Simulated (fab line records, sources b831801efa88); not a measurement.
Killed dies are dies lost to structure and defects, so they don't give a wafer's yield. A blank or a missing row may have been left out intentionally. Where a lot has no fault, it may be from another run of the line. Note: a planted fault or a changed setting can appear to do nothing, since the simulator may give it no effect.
fab line records	flow sky130
record: lots: 13	wafers: 39	last-day: 50
route steps=708 shown CONTACT@425 VIA3@595 METAL5@665 PASSIVATION@681 PAD_OPEN@708
lots with no fault: from the same line, run without faults
start-h: start of the lot's first displayed wafer, in hours after the record's first day	wait-h: hours elapsed since this lot's preceding step	" identical to the entry in the row above	L1.1+2: a row that stands for several wafers	- no value present, or no start provided	* or withheld: withheld	< > ~ a bound
route shown NAME@n: a module of which the file shows steps, and the number in the route of the first	usual: mean/standard deviation of fault-free wafers	same: alike in all rows	chamber/n: place in a boat	sites: per-site readings	_std_site: their standard deviation	_edge_site: mean of outer sites minus mean of inner sites	radius-mm: how far each site lies from the wafer's centre	mask NAME#n: copy n	behind: the last tool/chamber to shape the wafer	hold: cause of the lot's hold/its duration in hours/its outcome	device: transistor that didn't switch, given as n, p or np	end of line: the tests these same wafers got at the end of their route	step lacking rows: just its recipe	killed: not the wafer's yield, but the dies lost to structure and defects at the first sort	map: shows each die of a wafer: x if killed, . if not, _ if none is there
set.NAME: the setting the step ran with; set.NAME@STEP: the setting that earlier step ran with	model.NAME: the simulator's own value behind a step, which no gauge read
steps of the route over a sample of lots; a table a step, a row a wafer
services: from which hour (start-h, from the record's first day; less than 0 if before it) a tool's chamber was out of use, for how many hours, and why
== steps ==
step: SKY_CONTACT_STRIP_19
recipe: chemistry: O2/N2	power-w: 1400	pressure-mtorr: 1500	platen-temp-c: withheld	o2-flow-sccm: 3000	n2-flow-sccm: 300	overash-fraction: 0.5
usual: drypump-motor-current-A: 5.6/0.6	oes-product-au: 0.381/0.005	strip-time-to-endpoint-s: 3.62/0.043
lot.wafer	tool	chamber	start-h	wait-h	drypump-motor-current-A	oes-product-au	rf-hours-counter-h	strip-time-to-endpoint-s
L337.1	plasma-asher-02	1	732.35	-	5.2	0.387	29	3.66
L337.3	"	1	"	"	5.2	0.381	-	3.69
L337.5	"	1	"	"	5.2	0.377	-	3.56
L338.2	plasma-asher-02	1	735.01	-	5.2	0.385	30	3.64
L338.3	"	0	"	"	6.2	0.384	-	3.66
L338.5	"	0	"	"	6.2	0.380	-	3.59
L340.1	plasma-asher-03	1	751.51	-	5.3	0.386	92	3.65
L340.4	"	1	"	"	5.3	0.379	-	3.63
L340.6	"	0	"	"	5.8	0.386	-	3.66
L341.1	plasma-asher-03	1	763.49	-	5.3	0.377	93	3.65
L341.4	"	1	"	"	5.3	0.380	-	3.59
L341.6	"	1	"	"	5.3	0.379	-	3.61
L342.2	plasma-asher-03	0	773.97	-	5.8	0.378	94	3.61
L342.4	"	1	"	"	5.3	0.369	-	3.63
L342.5	"	1	"	"	5.3	0.382	-	3.61
L345.1	plasma-asher-02	1	819.40	-	5.2	0.378	39	3.57
L345.2	"	0	"	"	6.2	0.377	39	3.65
L345.5	"	1	"	"	5.2	0.379	-	3.63
L348.2	plasma-asher-02	1	821.37	-	5.1	0.387	39	3.63
L348.3	"	0	"	"	6.3	0.384	-	3.69
L348.6	"	1	"	"	5.2	0.385	-	3.71
L347.1	plasma-asher-04	0	821.72	-	6.5	0.377	8	3.57
L347.2	"	1	"	"	4.7	0.388	8	3.69
L347.5	"	1	"	"	4.7	0.388	-	3.64
L351.1	plasma-asher-04	0	845.12	-	6.5	0.373	10	3.59
L351.2	"	1	"	"	4.7	0.380	10	3.62
L351.6	"	0	"	"	6.5	0.384	-	3.61
L352.1	plasma-asher-02	0	855.45	-	6.2	0.380	43	3.59
L352.2	"	1	"	"	5.2	0.381	43	3.54
L352.4	"	1	"	"	5.2	0.384	-	3.54
L354.3	plasma-asher-02	0	866.80	-	6.2	0.382	-	3.65
L354.4	"	1	"	"	5.2	0.383	-	3.56
L354.6	"	1	"	"	5.2	0.382	-	3.64
L357.2	plasma-asher-02	1	877.47	-	5.1	0.387	45	3.65
L357.3	"	1	"	"	5.2	0.385	-	3.62
L357.4	"	0	"	"	6.2	0.382	-	3.64
L360.2	plasma-asher-04	1	899.37	-	4.7	0.383	16	3.56
L360.4	"	0	"	"	6.5	0.381	-	3.64
L360.5	"	0	"	"	6.4	0.385	-	3.67
step: SKY_VIA3_RS_MEAS_22
recipe: thk-meas-gauge: four-point-probe	reads: W_of_VIA3_CVD_21+TiN_of_VIA3_SPUTTER_20
usual: VIA3_W_RS: 0.294/0.0039
lot.wafer	tool	chamber	start-h	wait-h	VIA3_W_RS[ohm/sq]
L337.1	film-metro-01	-	928.26	0.1	0.291
L337.3	"	-	"	"	0.297
L337.5	"	-	"	"	0.296
L338.2	film-metro-01	-	929.52	0.1	0.288
L338.3	"	-	"	"	0.289
L338.5	"	-	"	"	0.290
L340.1	film-metro-04	-	944.13	0.1	0.293
L340.4	"	-	"	"	0.291
L340.6	"	-	"	"	0.292
L341.1	film-metro-01	-	955.01	0.1	0.287
L341.4	"	-	"	"	0.286
L341.6	"	-	"	"	0.290
L342.2	film-metro-01	-	963.12	0.1	0.288
L342.4	"	-	"	"	0.296
L342.5	"	-	"	"	0.293
L345.1	film-metro-04	-	1006.61	0.1	0.294
L345.2	"	-	"	"	0.297
L345.5	"	-	"	"	0.298
L347.1	film-metro-03	-	1007.20	0.1	0.302
L347.2	"	-	"	"	0.298
L347.5	"	-	"	"	0.295
L348.2	film-metro-03	-	1007.57	0.1	0.296
L348.3	"	-	"	"	0.290
L348.6	"	-	"	"	0.294
L351.1	film-metro-01	-	1026.86	0.1	0.294
L351.2	"	-	"	"	0.289
L351.6	"	-	"	"	0.292
L352.1	film-metro-01	-	1036.95	0.1	0.295
L352.2	"	-	"	"	0.296
L352.4	"	-	"	"	0.297
L354.3	film-metro-04	-	1045.65	0.1	0.298
L354.4	"	-	"	"	0.300
L354.6	"	-	"	"	0.297
L357.2	film-metro-03	-	1056.99	0.1	0.295
L357.3	"	-	"	"	0.285
L357.4	"	-	"	"	0.294
L360.2	film-metro-03	-	1073.38	0.1	0.295
L360.4	"	-	"	"	0.293
L360.5	"	-	"	"	0.291
step: SKY_METAL5_SPUTTER_04
recipe: material: TiN	target-thk-nm: 70	power-w: 6500	time-s: 58.3	chamber-pressure-pa: 0.4
usual: throttle-valve-pct: 30.2/0.68
lot.wafer	tool	chamber	start-h	wait-h	throttle-valve-pct
L337.1	pvd-sputter-02	-	1003.98	0.0	29.2
L337.3	"	-	"	"	29.7
L337.5	"	-	"	"	29.8
L338.2	pvd-sputter-01	-	1006.29	0.0	31.5
L338.3	"	-	"	"	30.7
L338.5	"	-	"	"	30.1
L340.1	pvd-sputter-02	-	1018.13	0.0	30.1
L340.4	"	-	"	"	30.0
L340.6	"	-	"	"	29.9
L341.1	pvd-sputter-01	-	1029.73	0.0	31.3
L341.4	"	-	"	"	30.9
L341.6	"	-	"	"	30.1
L342.2	pvd-sputter-02	-	1037.82	0.0	29.8
L342.4	"	-	"	"	29.8
L342.5	"	-	"	"	29.8
L345.1	pvd-sputter-02	-	1077.96	0.0	29.7
L345.2	"	-	"	"	29.6
L345.5	"	-	"	"	30.0
L347.1	pvd-sputter-03	-	1079.04	0.0	30.5
L347.2	"	-	"	"	29.3
L347.5	"	-	"	"	29.8
L348.2	pvd-sputter-01	-	1079.35	0.0	31.5
L348.3	"	-	"	"	30.9
L348.6	"	-	"	"	30.1
L351.1	pvd-sputter-02	-	1096.61	0.0	29.6
L351.2	"	-	"	"	29.8
L351.6	"	-	"	"	29.0
L352.1	pvd-sputter-01	-	1105.73	0.0	31.2
L352.2	"	-	"	"	31.0
L352.4	"	-	"	"	31.3
L354.3	pvd-sputter-01	-	1112.05	0.0	31.2
L354.4	"	-	"	"	31.1
L354.6	"	-	"	"	30.0
L357.2	pvd-sputter-02	-	1122.41	0.0	30.1
L357.3	"	-	"	"	29.6
L357.4	"	-	"	"	29.6
L360.2	pvd-sputter-03	-	1136.04	0.0	29.6
L360.4	"	-	"	"	29.9
L360.5	"	-	"	"	29.6
step: SKY_PASSIVATION_CVD_00
recipe: material: SiO2	target-thk-nm: 90	temp-c: 400	time-s: withheld	rf-w: 600
usual: heater-power-w: 717/120	susceptor-temp-C: 399.96/0.23
lot.wafer	tool	chamber	start-h	wait-h	heater-power-w	susceptor-temp-C
L337.1	pecvd-04	0	1027.34	0.0	639	399.83
L337.3	"	2	"	"	933	399.93
L337.5	"	1	"	"	548	400.09
L338.2	pecvd-01	0	1030.01	0.0	626	399.72
L338.3	"	1	"	"	641	400.07
L338.5	"	2	"	"	718	399.86
L340.1	pecvd-04	0	1041.81	0.0	634	400.21
L340.4	"	2	"	"	910	400.07
L340.6	"	0	"	"	614	400.09
L341.1	pecvd-02	2	1052.82	0.0	926	399.96
L341.4	"	0	"	"	735	399.78
L341.6	"	1	"	"	672	399.94
L342.2	pecvd-04	1	1061.13	0.0	541	399.96
L342.4	"	1	"	"	559	400.22
L342.5	"	0	"	"	626	399.92
L345.1	pecvd-01	2	1098.39	0.0	776	399.65
L345.2	"	1	"	"	725	400.08
L345.5	"	0	"	"	640	399.91
L347.1	pecvd-04	1	1099.44	0.0	603	400.33
L347.2	"	0	"	"	646	399.44
L347.5	"	2	"	"	957	400.18
L348.2	pecvd-02	1	1100.34	0.0	718	399.45
L348.3	"	2	"	"	837	399.78
L348.6	"	2	"	"	830	399.97
L351.1	pecvd-01	1	1116.24	0.0	719	400.03
L351.2	"	0	"	"	619	400.07
L351.6	"	1	"	"	576	400.17
L352.1	pecvd-02	0	1125.64	0.0	846	399.87
L352.2	"	1	"	"	687	400.15
L352.4	"	2	"	"	901	400.05
L354.3	pecvd-02	2	1131.64	0.0	765	399.87
L354.4	"	0	"	"	817	400.19
L354.6	"	1	"	"	726	399.82
L357.2	pecvd-04	1	1143.02	0.0	594	400.45
L357.3	"	2	"	"	982	399.98
L357.4	"	1	"	"	612	400.24
L360.2	pecvd-01	2	1155.37	0.0	787	399.38
L360.4	"	2	"	"	775	399.92
L360.5	"	0	"	"	641	399.58
step: SKY_PAD_OPEN_PROBE_99
usual: killed_at_M0_to_M3: 43/6.4	killed_at_M4_up: 2.9/1.7	killed-at-contacts: 24/5	killed-at-front-end: 15/4	killed-at-other: 0.4/0.62	killed-dies: 86/9.3	killed-on-rim: 17/3.5	killed-open: 47/6.8	killed-short: 38/5.8
same: gross-dies: 492	killed-at-back-side: 0
lot.wafer	tool	chamber	start-h	wait-h	killed_at_M0_to_M3	killed_at_M4_up	killed-at-contacts	killed-at-front-end	killed-at-other	killed-dies	killed-on-rim	killed-open	killed-short
L354.3	prober-01	-	1170.33	0.2	35	7	73	9	0	124	28	34	41
L354.4	prober-01	-	1170.38	0.2	35	7	27	15	1	85	15	49	36
L354.6	prober-01	-	1170.48	0.2	39	4	18	19	0	80	18	38	42
L357.2	prober-01	-	1180.45	0.1	48	3	27	17	0	95	18	47	46
L357.3	prober-01	-	1180.50	0.2	47	2	27	16	1	93	14	59	34
L357.4	prober-01	-	1180.55	0.2	48	0	79	21	0	148	28	63	35
killed by level:class
L354.3 CONTACT:unspecified=49 LI_CONTACT:geometric-particle:open=8 CONTACT:geometric-particle:open=7 VIA2:geometric-particle:short=6 METAL1:geometric-particle:short=6 CONTACT:geometric-particle:short=5 POLY_GATE:geometric-particle:open=5 VIA1:geometric-particle:open=5
L354.4 CONTACT:geometric-particle:open=11 VIA1:geometric-particle:open=10 VIA1:geometric-particle:short=6 POLY_GATE:geometric-particle:short=5 VIA3:geometric-particle:open=5 POLY_GATE:geometric-particle:open=4 LI_CONTACT:geometric-particle:open=4 LOCAL_INTERCONNECT:geometric-particle:short=4
L354.6 VIA2:geometric-particle:open=8 LOCAL_INTERCONNECT:geometric-particle:short=7 VIA1:geometric-particle:short=7 METAL2:geometric-particle:short=7 POLY_GATE:geometric-particle:short=6 CONTACT:geometric-particle:open=6 VIA1:geometric-particle:open=5 POLY_GATE:geometric-particle:open=4
L357.2 VIA1:geometric-particle:open=17 VIA1:geometric-particle:short=10 LI_CONTACT:geometric-particle:open=9 FIELD_ISO:geometric-particle:short=7 CONTACT:geometric-particle:open=6 METAL1:geometric-particle:short=5 METAL3:geometric-particle:short=4 LOCAL_INTERCONNECT:geometric-particle:short=4
L357.3 VIA1:geometric-particle:open=16 CONTACT:geometric-particle:open=11 LI_CONTACT:geometric-particle:open=10 FIELD_ISO:geometric-particle:short=7 VIA2:geometric-particle:open=7 VIA1:geometric-particle:short=5 VIA3:geometric-particle:open=5 METAL1:geometric-particle:short=4
L357.4 CONTACT:unspecified=47 VIA1:geometric-particle:open=16 LI_CONTACT:geometric-particle:open=13 VIA2:geometric-particle:open=8 VIA3:geometric-particle:open=8 FIELD_ISO:geometric-particle:short=6 METAL2:geometric-particle:short=6 CONTACT:geometric-particle:open=6
== services ==
tool	chamber	start-h	hours	kind
plasma-asher-02	-	718.73	1.0	repair
plasma-asher-04	-	733.75	9.0	pm
pecvd-04	-	745.24	1.4	repair
pecvd-01	-	780.40	0.8	pm
pecvd-01	-	797.65	1.4	repair
pecvd-01	-	823.47	2.8	pm
pecvd-01	1	838.63	5.0	repair
pecvd-02	-	838.65	2.4	repair
pvd-sputter-02	-	853.85	2.6	repair
pvd-sputter-02	-	855.79	0.5	repair
pecvd-02	2	871.81	18.3	repair
pecvd-02	0	884.36	19.3	repair
pvd-sputter-01	-	889.57	2.6	repair
pecvd-02	-	905.52	6.0	pm
pecvd-04	2	906.71	16.5	repair
pecvd-02	-	926.92	2.8	pm
pecvd-01	-	940.61	5.5	pm
pvd-sputter-02	-	1067.34	2.3	repair
pecvd-01	-	1082.95	14.6	pm
pvd-sputter-02	-	1105.53	2.6	repair
pecvd-04	2	1128.93	5.9	repair
pecvd-02	-	1134.62	0.8	repair
pecvd-02	2	1136.86	4.4	repair
pecvd-01	1	1149.72	12.9	repair
== key ==
first-sign: step: SKY_PAD_OPEN_PROBE_99	reading: killed-at-contacts	direction: up	sigmas: 10	usual: 24	struck: 76
effect: step: SKY_PAD_OPEN_PROBE_99	reading: killed-dies	direction: up	sigmas: 5.4	usual: 86	struck: 136
met-at SKY_CONTACT_STRIP_19
struck-lots L354,L357
struck-wafers L354.3,L357.4
tester-left-out L354,L357
not-acting-at SKY_VIA3_RS_MEAS_22,SKY_METAL5_SPUTTER_04,SKY_PASSIVATION_CVD_00
onset-between 855.45 866.80
fault: kind: chamber-particle-source	tool: plasma-asher-02	chamber: 0	onset-h: 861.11	steps: SKY_CONTACT_STRIP_19	rate-per-visit-cm2: 1.4491	end-h: 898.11
tester-left-out: of these lots the tester's yield and bins aren't shown, on N5 and GAA mostly nor the transistor test; their killed dies are dies lost to structure and defects alone, not to doping, threshold or leakage, so they don't give the yield
